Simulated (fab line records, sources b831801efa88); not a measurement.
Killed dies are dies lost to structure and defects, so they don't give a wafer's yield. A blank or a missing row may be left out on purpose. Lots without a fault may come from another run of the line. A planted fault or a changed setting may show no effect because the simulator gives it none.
Chamber matching | flow sky130 | SKY_SONOS_ONO_WET_ETCH_16 on wet_bench-03: 3 sister chambers
The step etches SiO2 in dHF, target depth 14 nm, time 280 s. 14 wafers are shown with their chamber, then 7 later ones without.

WAFERS WITH THEIR CHAMBER
wafer  | chamber | run_length_s (s)
L994.2 | 3       | 315
L994.3 | 3       | 315
L994.4 | 3       | 315
L100.1 | 3       | 307
L100.2 | 3       | 307
L100.3 | 3       | 307
L101.1 | 2       | 306
L101.2 | 2       | 306
L101.3 | 2       | 306
L105.3 | 1       | 305
L105.4 | 1       | 305
L105.6 | 1       | 305
L106.2 | 1       | 305
L106.3 | 1       | 305

SIGNATURES (means of the wafers above)
reading      | chamber 1 | chamber 2 | chamber 3 | scatter within a chamber
run_length_s | 305.00    | 306.00    | 311.00    | 2.95
Rule: a wafer's distance from a chamber is the root of the sum, over the readings, of the square of ((its reading less the chamber's mean) divided by the reading's scatter). The wafer belongs to the nearest chamber; if the next one is less than 2 further off, it can't be placed. The scatter: the root of (the sum of the squares of (reading less its chamber's mean) over the shown wafers, divided by (wafers less chambers)).

WAFERS WITHOUT THEIR CHAMBER
wafer  | run_length_s (s)
L106.5 | 305
L112.2 | 307
L112.3 | 307
L112.5 | 307
L116.2 | 296
L116.3 | 296
L116.5 | 296

WHICH CHAMBER EACH WENT THROUGH
wafer  | from the rows above          | in truth
L106.5 | can't be placed: 1 or 2      | 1
L112.2 | can't be placed: 2 or 1 or 3 | 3
L112.3 | can't be placed: 2 or 1 or 3 | 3
L112.5 | can't be placed: 2 or 1 or 3 | 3
L116.2 | can't be placed: 1 or 2      | 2
L116.3 | can't be placed: 1 or 2      | 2
L116.5 | can't be placed: 1 or 2      | 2
Placed correctly: 0 of 7. Can't be placed from these rows: 7 (the true chamber is among the candidates in 7). Placed wrongly: 0.
